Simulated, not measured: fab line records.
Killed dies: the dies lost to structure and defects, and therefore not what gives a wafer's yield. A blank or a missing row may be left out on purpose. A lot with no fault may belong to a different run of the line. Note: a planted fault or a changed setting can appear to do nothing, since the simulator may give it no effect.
fab line records + flow sfq_line
record:
- lots: 6
- wafers: 18
- last_day: 97
route steps=325 shown I3@137 M4@148
lots that met no fault: taken from a fault-free run of the same line
start_h: the number of hours between the record's first day and the start of the first shown wafer of the lot + wait_h: time in hours since the lot's previous step + " the same as in the row above + L1.1+2: a row that stands for several wafers + - no value, or no start was given + * or withheld: withheld + < > ~ a bound
route shown NAME@n: a module of which the file shows steps, and the number in the route of the first + usual: the fault-free wafers' mean and standard deviation + same: alike in all rows + chamber/n: place in a boat + sites: each site's reading + _std_site: standard deviation of those values + _edge_site: inner sites' mean taken away from outer sites' mean + radius_mm: for every site, how far away it sits from the centre of the wafer + mask NAME#n: copy n + behind: the last tool/chamber to shape the wafer + hold: cause of the lot's hold/its duration in hours/its outcome + device: the transistor (n, p or np) that didn't switch + end of line: the same wafers' tests at the end of the route + a step with no rows: only its recipe + killed: the dies lost at the first sort to structure and to defects; this is not the yield of the wafer + map: a wafer's dies, x killed, . not, _ none there
set.NAME: the run value of the setting; set.NAME@STEP: its run value at that earlier step + model.NAME: the simulator's own value behind a step, which no gauge read
lots at some steps of the route; a table a step, a row a wafer
services: a tool's chamber out of use, with start hour (start_h, from the record's first day; less than 0 if before it), hours out, and reason
== steps ==
step: SFQ_TRILAYER_I3_VIA_LITHO_COAT_090
recipe:
- resist: BARC
- spin_rpm: 3000
- resist_thk_nm: 62
step: SFQ_TRILAYER_I3_VIA_LITHO_COAT_085
recipe:
- resist: KrF
- spin_rpm: 3000
- resist_thk_nm: 661.6
step: SFQ_TRILAYER_I3_VIA_LITHO_SOFTBAKE_089
recipe:
- temp_c: withheld
- time_s: withheld
- resist: KrF
step: SFQ_TRILAYER_I3_VIA_LITHO_EXPOSE_086
recipe:
- mask_id: I3
- na: 0.6
- source_shape: conventional
- sigma_outer: 0.65
- target_cd_nm: 500
- dose_mj: 21.3
step: SFQ_TRILAYER_I3_VIA_LITHO_PEB_088
recipe:
- peb_temp_c: 115
- peb_time_s: 60
- resist: KrF
step: SFQ_TRILAYER_I3_VIA_LITHO_DEVELOP_087
recipe:
- time_s: 60
- resist: KrF
step: SFQ_I3_OVL_MEAS_923
usual:
- I3_OVL: 0/4.8
| lot.wafer | tool       | chamber | start_h | wait_h | I3_OVL[nm] |
|-----------|------------|---------|---------|--------|------------|
| L442.3    | overlay-01 | -       | 1131.16 | 0.1    | -1         |
| L442.4    | "          | -       | "       | "      | -2         |
| L442.6    | "          | -       | "       | "      | -2         |
| L444.1    | overlay-02 | -       | 1134.55 | 0.1    | 8          |
| L444.4    | "          | -       | "       | "      | 7          |
| L444.5    | "          | -       | "       | "      | 1          |
| L457.1    | overlay-01 | -       | 1425.17 | 0.1    | -1         |
| L457.2    | "          | -       | "       | "      | 2          |
| L457.4    | "          | -       | "       | "      | 7          |
| L459.2    | overlay-01 | -       | 1429.98 | 0.1    | 11         |
| L459.5    | "          | -       | "       | "      | 2          |
| L459.6    | "          | -       | "       | "      | 8          |
| L460.1    | overlay-02 | -       | 1435.97 | 0.1    | -3         |
| L460.3    | "          | -       | "       | "      | -3         |
| L460.4    | "          | -       | "       | "      | -2         |
| L463.2    | overlay-02 | -       | 1458.36 | 0.1    | 4          |
| L463.3    | "          | -       | "       | "      | 8          |
| L463.4    | "          | -       | "       | "      | 2          |
step: SFQ_TRILAYER_I3_VIA_BARC_OPEN_VIA_ETCH_121
recipe:
- mask_material: PR
- chemistry: O2
- target_depth_nm: 125
- target: BARC
- source_w: 500
- bias_w: 80
- pressure_mtorr: 31.19
- time_s: 41.7
usual:
- bias_w: 79.98/0.24
- drypump_motor_current_A: 5.8/0.62
- oes_product_au: 0.685/0.0051
| lot.wafer | tool        | chamber | start_h | wait_h | bias_w | drypump_motor_current_A | oes_product_au | rf_hours_counter_h |
|-----------|-------------|---------|---------|--------|--------|-------------------------|----------------|--------------------|
| L442.3    | rie_diel-03 | 1       | 1131.19 | 0.0    | 80.11  | 6.3                     | 0.688          | 0                  |
| L442.4    | "           | 2       | "       | "      | 80.73  | 6.4                     | 0.698          | 13                 |
| L442.6    | "           | 1       | "       | "      | 80.07  | 6.4                     | 0.680          | -                  |
| L444.1    | rie_diel-02 | 1       | 1134.59 | 0.0    | 80.10  | 6.7                     | 0.683          | 5                  |
| L444.4    | "           | 1       | "       | "      | 79.99  | 6.7                     | 0.684          | -                  |
| L444.5    | "           | 0       | "       | "      | 80.08  | 6.0                     | 0.686          | -                  |
| L457.1    | rie_diel-03 | 3       | 1425.21 | 0.0    | 79.84  | 4.8                     | 0.679          | 14                 |
| L457.2    | "           | 0       | "       | "      | 80.16  | 5.6                     | 0.687          | 6                  |
| L457.4    | "           | 2       | "       | "      | 79.85  | 6.4                     | 0.691          | 17                 |
| L459.2    | rie_diel-02 | 3       | 1430.01 | 0.0    | 79.95  | 5.3                     | 0.684          | 4                  |
| L459.5    | "           | 2       | "       | "      | 80.60  | 5.7                     | 0.690          | -                  |
| L459.6    | "           | 1       | "       | "      | 80.24  | 6.7                     | 0.684          | -                  |
| L460.1    | rie_diel-02 | 0       | 1436.01 | 0.0    | 80.13  | 6.0                     | 0.688          | 14                 |
| L460.3    | "           | 3       | "       | "      | 80.17  | 5.3                     | 0.682          | 4                  |
| L460.4    | "           | 1       | "       | "      | 79.99  | 6.7                     | 0.686          | 9                  |
| L463.2    | rie_diel-02 | 2       | 1458.39 | 0.0    | 80.14  | 5.7                     | 0.696          | 11                 |
| L463.3    | "           | 1       | "       | "      | 79.53  | 6.6                     | 0.685          | 10                 |
| L463.4    | "           | 0       | "       | "      | 80.24  | 6.0                     | 0.688          | 14                 |
step: SFQ_TRILAYER_I3_VIA_ETCH_VIA_ETCH_088
recipe:
- target: SiO2
- stop_on: Nb
- mask_material: PR
- taper_deg: 20
- chemistry: CHF3
- target_depth_nm: 260
- source_w: 500
- bias_w: 80
- pressure_mtorr: 30
- time_s: withheld
usual:
- bias_w: 80.00/0.24
- drypump_motor_current_A: 5.8/0.61
- oes_product_au: 0.855/0.0052
| lot.wafer | tool        | chamber | start_h | wait_h | bias_w | drypump_motor_current_A | oes_product_au |
|-----------|-------------|---------|---------|--------|--------|-------------------------|----------------|
| L442.3    | rie_diel-03 | 1       | 1131.23 | 0.0    | 79.89  | 6.3                     | 0.857          |
| L442.4    | "           | 2       | "       | "      | 80.26  | 6.4                     | 0.851          |
| L442.6    | "           | 1       | "       | "      | 80.29  | 6.3                     | 0.853          |
| L444.1    | rie_diel-02 | 1       | 1134.63 | 0.0    | 80.22  | 6.7                     | 0.854          |
| L444.4    | "           | 1       | "       | "      | 79.81  | 6.7                     | 0.857          |
| L444.5    | "           | 0       | "       | "      | 79.81  | 6.0                     | 0.854          |
| L457.1    | rie_diel-03 | 3       | 1425.25 | 0.0    | 79.99  | 4.8                     | 0.860          |
| L457.2    | "           | 0       | "       | "      | 80.37  | 5.6                     | 0.856          |
| L457.4    | "           | 2       | "       | "      | 80.14  | 6.4                     | 0.849          |
| L459.2    | rie_diel-02 | 3       | 1430.05 | 0.0    | 79.96  | 5.3                     | 0.852          |
| L459.5    | "           | 2       | "       | "      | 79.89  | 5.7                     | 0.851          |
| L459.6    | "           | 1       | "       | "      | 80.11  | 6.7                     | 0.856          |
| L460.1    | rie_diel-02 | 0       | 1436.05 | 0.0    | 80.52  | 6.0                     | 0.862          |
| L460.3    | "           | 3       | "       | "      | 79.97  | 5.3                     | 0.843          |
| L460.4    | "           | 1       | "       | "      | 79.96  | 6.7                     | 0.855          |
| L463.2    | rie_diel-02 | 2       | 1458.43 | 0.0    | 79.89  | 5.7                     | 0.857          |
| L463.3    | "           | 1       | "       | "      | 79.76  | 6.7                     | 0.862          |
| L463.4    | "           | 0       | "       | "      | 79.68  | 6.0                     | 0.865          |
step: SFQ_TRILAYER_I3_VIA_STRIP_STRIP_089
recipe:
- gas: O2
- power_w: 200
- platen_temp_c: 40
- overash_fraction: 0.65
- chemistry: O2
- pressure_mtorr: 50
usual:
- drypump_motor_current_A: 5.6/0.42
- oes_product_au: 0.999/0.0079
| lot.wafer | tool         | chamber | start_h | wait_h | drypump_motor_current_A | oes_product_au | rf_hours_counter_h |
|-----------|--------------|---------|---------|--------|-------------------------|----------------|--------------------|
| L442.3    | rie_metal-02 | 0       | 1131.54 | -      | 6.0                     | 1.005          | -                  |
| L442.4    | "            | 1       | "       | "      | 6.3                     | 1.022          | -                  |
| L442.6    | "            | 1       | "       | "      | 6.4                     | 1.003          | -                  |
| L444.1    | rie_metal-03 | 0       | 1134.74 | -      | 5.5                     | 1.007          | 67                 |
| L444.4    | "            | 0       | "       | "      | 5.5                     | 1.003          | -                  |
| L444.5    | "            | 0       | "       | "      | 5.6                     | 1.011          | -                  |
| L457.1    | rie_metal-03 | 1       | 1425.36 | -      | 4.8                     | 0.988          | 33                 |
| L457.2    | "            | 0       | "       | "      | 5.5                     | 1.006          | 106                |
| L457.4    | "            | 1       | "       | "      | 4.8                     | 1.001          | -                  |
| L459.2    | rie_metal-03 | 1       | 1430.16 | -      | 4.8                     | 0.983          | 33                 |
| L459.5    | "            | 0       | "       | "      | 5.6                     | 1.007          | -                  |
| L459.6    | "            | 1       | "       | "      | 4.9                     | 0.981          | -                  |
| L460.1    | rie_metal-01 | 1       | 1436.16 | -      | 5.4                     | 0.994          | 25                 |
| L460.3    | "            | 0       | "       | "      | 5.9                     | 1.001          | -                  |
| L460.4    | "            | 1       | "       | "      | 5.4                     | 0.994          | -                  |
| L463.2    | rie_metal-01 | 1       | 1458.54 | -      | 5.3                     | 0.988          | 27                 |
| L463.3    | "            | 0       | "       | "      | 5.9                     | 0.987          | -                  |
| L463.4    | "            | 1       | "       | "      | 5.3                     | 0.990          | -                  |
step: SFQ_TRILAYER_I3_VIA_STRIP_SOLV_CLEAN_090
recipe:
- chemistry: NMP
- temp_c: 70
- time_s: 600
step: SFQ_TRILAYER_M4_DEP_PRE_CLEAN_092
recipe:
- gas: Ar
- time_s: 22.5
- bias_v: 250
step: SFQ_TRILAYER_M4_DEP_SPUTTER_091
recipe:
- material: Nb
- base_pressure_pa: 1.33e-06
- chamber_pressure_pa: 0.1333
- substrate_temp_c: 20
- resputter_cathode_voltage_v: 400
- target_thk_nm: 200
- power_w: 2000
- time_s: 133.3
usual:
- chamber_pressure_pa: 0.13328/0.00023
- throttle_valve_pct: 29.7/1.1
| lot.wafer | tool           | chamber | start_h | wait_h | chamber_pressure_pa | throttle_valve_pct |
|-----------|----------------|---------|---------|--------|---------------------|--------------------|
| L442.3    | pvd_sputter-06 | -       | 1132.16 | 0.0    | 0.13337             | 28.4               |
| L442.4    | "              | -       | "       | "      | 0.13309             | 28.8               |
| L442.6    | "              | -       | "       | "      | 0.13327             | 28.8               |
| L444.1    | pvd_sputter-06 | -       | 1136.15 | 0.0    | 0.13323             | 31.5               |
| L444.4    | "              | -       | "       | "      | 0.13366             | 28.6               |
| L444.5    | "              | -       | "       | "      | 0.13341             | 28.9               |
| L457.1    | pvd_sputter-04 | -       | 1426.16 | 0.0    | 0.13319             | 30.5               |
| L457.2    | "              | -       | "       | "      | 0.13308             | 27.9               |
| L457.4    | "              | -       | "       | "      | 0.13352             | 29.3               |
| L459.2    | pvd_sputter-06 | -       | 1430.96 | 0.0    | 0.13331             | 28.4               |
| L459.5    | "              | -       | "       | "      | 0.13303             | 28.6               |
| L459.6    | "              | -       | "       | "      | 0.10197             | 32.4               |
| L460.1    | pvd_sputter-06 | -       | 1436.96 | 0.0    | 0.13351             | 31.5               |
| L460.3    | "              | -       | "       | "      | 0.10224             | 32.0               |
| L460.4    | "              | -       | "       | "      | 0.13341             | 28.5               |
| L463.2    | pvd_sputter-05 | -       | 1459.35 | 0.0    | 0.13354             | 30.3               |
| L463.3    | "              | -       | "       | "      | 0.13288             | 31.7               |
| L463.4    | "              | -       | "       | "      | 0.13351             | 29.5               |
step: SFQ_M4_RS_MEAS_924
recipe:
- thk_meas_gauge: four-point-probe
- reads: Nb_of_TRILAYER_M4_DEP_SPUTTER_091
usual:
- M4_NB_RS: 0.891/0.0073
| lot.wafer | tool          | chamber | start_h | wait_h | M4_NB_RS[ohm/sq] |
|-----------|---------------|---------|---------|--------|------------------|
| L442.3    | film_metro-04 | -       | 1132.29 | 0.1    | 0.888            |
| L442.4    | "             | -       | "       | "      | 0.886            |
| L442.6    | "             | -       | "       | "      | 0.889            |
| L444.1    | film_metro-02 | -       | 1136.24 | 0.0    | 0.886            |
| L444.4    | "             | -       | "       | "      | 0.894            |
| L444.5    | "             | -       | "       | "      | 0.889            |
| L457.1    | film_metro-04 | -       | 1426.25 | 0.0    | 0.892            |
| L457.2    | "             | -       | "       | "      | 0.903            |
| L457.4    | "             | -       | "       | "      | 0.903            |
| L459.2    | film_metro-04 | -       | 1431.07 | 0.1    | 0.894            |
| L459.5    | "             | -       | "       | "      | 0.884            |
| L459.6    | "             | -       | "       | "      | 0.873            |
| L460.1    | film_metro-04 | -       | 1437.05 | 0.0    | 0.887            |
| L460.3    | "             | -       | "       | "      | 0.872            |
| L460.4    | "             | -       | "       | "      | 0.883            |
| L463.2    | film_metro-02 | -       | 1459.46 | 0.1    | 0.896            |
| L463.3    | "             | -       | "       | "      | 0.885            |
| L463.4    | "             | -       | "       | "      | 0.893            |
== services ==
| tool           | chamber | start_h | hours | kind   |
|----------------|---------|---------|-------|--------|
| rie_diel-03    | 1       | 1108.10 | 2.3   | repair |
| rie_diel-02    | 2       | 1127.11 | 11.0  | repair |
| rie_diel-03    | -       | 1134.63 | 0.4   | repair |
| rie_metal-01   | 1       | 1138.92 | 8.7   | repair |
| pvd_sputter-06 | -       | 1148.73 | 0.8   | repair |
| rie_metal-01   | -       | 1163.17 | 0.1   | repair |
| rie_metal-02   | -       | 1169.69 | 4.3   | pm     |
| pvd_sputter-04 | -       | 1175.06 | 4.5   | repair |
| rie_metal-03   | -       | 1176.46 | 2.8   | pm     |
| rie_metal-01   | -       | 1189.04 | 1.4   | pm     |
| rie_metal-03   | -       | 1200.11 | 1.3   | repair |
| rie_diel-03    | -       | 1207.58 | 1.6   | repair |
| rie_diel-03    | 2       | 1207.96 | 27.4  | repair |
| rie_metal-02   | 1       | 1242.44 | 1.6   | repair |
| rie_diel-02    | 2       | 1257.80 | 1.3   | repair |
| pvd_sputter-05 | -       | 1278.49 | 1.9   | repair |
| rie_metal-02   | -       | 1327.47 | 1.0   | repair |
| rie_diel-02    | 0       | 1346.06 | 11.6  | repair |
| rie_diel-02    | -       | 1353.66 | 2.8   | pm     |
| rie_diel-03    | 1       | 1358.03 | 2.4   | repair |
| rie_diel-02    | -       | 1358.70 | 1.1   | repair |
| rie_diel-03    | 3       | 1380.53 | 6.0   | repair |
| rie_diel-02    | -       | 1410.61 | 2.3   | repair |
| pvd_sputter-06 | -       | 1414.04 | 4.6   | repair |
== key ==
first_sign:
- step: SFQ_TRILAYER_M4_DEP_SPUTTER_091
- reading: chamber_pressure_pa
- direction: down
- sigmas: 99+
- usual: 0.13328
- struck: 0.10211
effect none on later readings
met_at SFQ_TRILAYER_M4_DEP_SPUTTER_091
struck_wafers L459.6,L460.3
onset_between 1132.16 1430.96
fault:
- kind: process_parameter_drift
- tool: pvd_sputter-06
- chamber: -
- onset_h: 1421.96
- steps: SFQ_TRILAYER_M4_DEP_SPUTTER_091
- channel: chamber_pressure_pa
- offset: -0.031074
- shape: step
- end_h: 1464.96
- acts_in: these_recipes_only
- stated: 0.1333
- scope: struck_wafers_only
